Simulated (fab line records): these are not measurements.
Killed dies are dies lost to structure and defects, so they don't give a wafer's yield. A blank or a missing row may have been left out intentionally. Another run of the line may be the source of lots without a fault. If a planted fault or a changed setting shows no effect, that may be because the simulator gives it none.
A struck lot beside a sound one / flow sky130 / 15 steps out of a route of 708
Sound: these wafers, L984.1, L984.2, L984.3. Struck: wafer L987.6 (left out: L987.5, a lot-mate that was not struck); the cause follows at the end.
Order at every step that has rows: each side's tool, ch and its chambers, its first start. Under that, the readings that differ: sound wafers / struck wafers / difference of the means / sigmas: that difference in standard deviations of wafers without a fault.
alike: readings whose means differ by less than 2 such deviations, and words and numbers that are the same on both sides. not compared: withheld readings, readings that some wafer has no value for, bounds like >300 that may hide the same value, and numbers for which the record gives no deviation and whose values overlap.
The two part at a step that has a row with sigmas, a row that says differs or no value, or rows on one side only. When numbers do not overlap yet have no deviation, they are printed without sigmas and do not part them. Lack of a reading on every wafer of one side parts them only where that side has two or more wafers.

first, 3 steps without rows for these wafers: SKY_PASSIVATION_EXPOSE_08 (exposes mask NSM, target cd 3000 nm); SKY_PASSIVATION_PEB_09; SKY_PASSIVATION_DEVELOP_10 (develop time 60 s).
SKY_PASSIVATION_ETCH_11: etches the open film in CF4/O2, stops on AlCu, target depth 725 nm, time 161.1 s.
  sound on rie diel-02 ch 0,1,2, day 45 09:43; struck on rie diel-01 ch 0, day 45 21:05
  alike: chamber pressure mTorr, drypump motor current A, oes product au, run length s, throttle valve pct
  not compared: rf hours counter h
SKY_PASSIVATION_STRIP_12: strips in O2/N2.
  sound on plasma asher-02 ch 0,1, day 45 09:50; struck on plasma asher-02 ch 1, day 45 21:13
reading=strip time to endpoint s (s); sound=31.58 31.54 31.70; struck=31.33; difference=-0.28; sigmas=-2
  alike: chamber pressure mTorr, drypump motor current A, oes product au
  not compared: rf hours counter h
then, 7 steps without rows for these wafers: SKY_PAD_OPEN_DEHYDRATE_00 (time 60 s); SKY_PAD_OPEN_HMDS_01 (prime time 60 s); SKY_PAD_OPEN_COAT_02 (resist thk 3000 nm); SKY_PAD_OPEN_SOFTBAKE_03; SKY_PAD_OPEN_EXPOSE_04 (exposes mask PDM, target cd 60000 nm); SKY_PAD_OPEN_PEB_05; SKY_PAD_OPEN_DEVELOP_06 (develop time 60 s).
SKY_PAD_OPEN_ETCH_07: etches the open film in CF4/O2, stops on AlCu, target depth 725 nm, time 161.1 s.
  sound on rie diel-04 ch 0,1,2, day 46 06:53; struck on rie diel-03 ch 2, day 46 17:37
reading=oes product au (a.u.); sound=0.978 0.973 0.974; struck=1.002; difference=+0.027; sigmas=+4
reading=run length s (s); sound=189.0 189.3 190.2; struck=183.4; difference=-6.1; sigmas=-15
reading=model.PAD_OPEN.feature depth nm (nm); sound=702.5 704.2 700.1; struck=693; difference=-9; sigmas=
reading=model.etch.depth nm (nm); sound=702.5 704.2 700.1; struck=693; difference=-9; sigmas=
  alike: chamber pressure mTorr, drypump motor current A, throttle valve pct
  not compared: rf hours counter h
SKY_PAD_OPEN_STRIP_08: strips in O2/N2.
  sound on plasma asher-01 ch 0,1, day 46 07:00; struck on plasma asher-04 ch 0, day 46 17:44
  alike: chamber pressure mTorr, drypump motor current A, oes product au
  not compared: rf hours counter h
following that, these wafers have no rows for 1 step: SKY_PAD_OPEN_PROBE_99.

## WHERE THEY PART
Earliest at SKY_PASSIVATION_STRIP_12; latest, in this record, at SKY_PAD_OPEN_ETCH_07. Later steps at which nothing parts them and some readings are alike: SKY_PAD_OPEN_STRIP_08.

WHY: the cause the simulator had injected
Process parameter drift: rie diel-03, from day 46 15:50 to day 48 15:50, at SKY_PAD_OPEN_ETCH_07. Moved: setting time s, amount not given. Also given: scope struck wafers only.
